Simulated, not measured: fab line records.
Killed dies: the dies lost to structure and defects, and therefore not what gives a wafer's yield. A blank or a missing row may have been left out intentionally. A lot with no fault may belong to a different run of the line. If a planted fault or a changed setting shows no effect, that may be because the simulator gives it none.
Which tool did it? ; flow sfq line ; Sampling: 7 lots, 19 wafers, 2 of 325 route steps

## WHAT THE GAUGES READ, wafer by wafer
SFQ_I6_BOW_MEAS_941.
lot;measured;on;I6_BOW (um)
L427;day 74 21:38;film metro-02;5 2 -3
L429;day 75 07:22;film metro-02;-3 4 -3
L431;day 75 13:22;film metro-01;15 30 29
L437;day 78 08:58;film metro-01;19 17 - -
L439;day 78 14:56;film metro-02;11 -3 - -
L444;day 79 04:49;film metro-01;11 22 13
L447;day 83 03:17;film metro-01;3 -1 -5

## TOOL THAT RAN EACH LOT (tool first, then ch and the chambers of the sampled wafers, then the start)
lot;SFQ_TRILAYER_I6_CMP_CMP_166
L427;cmp-02 ch 0,2,3, day 74 18:38
L429;cmp-02 ch 1,2,3, day 75 04:22
L431;cmp-02 ch 0,2,3, day 75 10:22
L437;cmp-02 ch 0,2, day 78 05:56
L439;cmp-02 ch 0,3, day 78 11:56
L444;cmp-01 ch 1,2,3, day 79 02:49
L447;cmp-02 ch 0,2, day 83 00:16
- SFQ_TRILAYER_I6_CMP_CMP_166: polishes SiO2.

## THE ANSWER, worked out from the rows above alone
Rule: the lots themselves supply what counts as usual. Put in order of their means at a reading, lots are off if they are a third of the lots or fewer, leave a main group of 4 or more, and stand apart from it by a gap of 3 or more times the standard deviation of the main group's means; of several such gaps the widest counts. The tables above print the reading to a certain number of digits; a main group whose means all agree to those digits is not used. A lot without any number at a reading at which 4 lots or more have one is off too. Where the step has rows for the other lots, those lots are counted as sound.
Across all readings shown, no lot is off: no conclusion can be drawn from this.

## WHAT HAD BEEN PUT IN BY THE SIMULATOR
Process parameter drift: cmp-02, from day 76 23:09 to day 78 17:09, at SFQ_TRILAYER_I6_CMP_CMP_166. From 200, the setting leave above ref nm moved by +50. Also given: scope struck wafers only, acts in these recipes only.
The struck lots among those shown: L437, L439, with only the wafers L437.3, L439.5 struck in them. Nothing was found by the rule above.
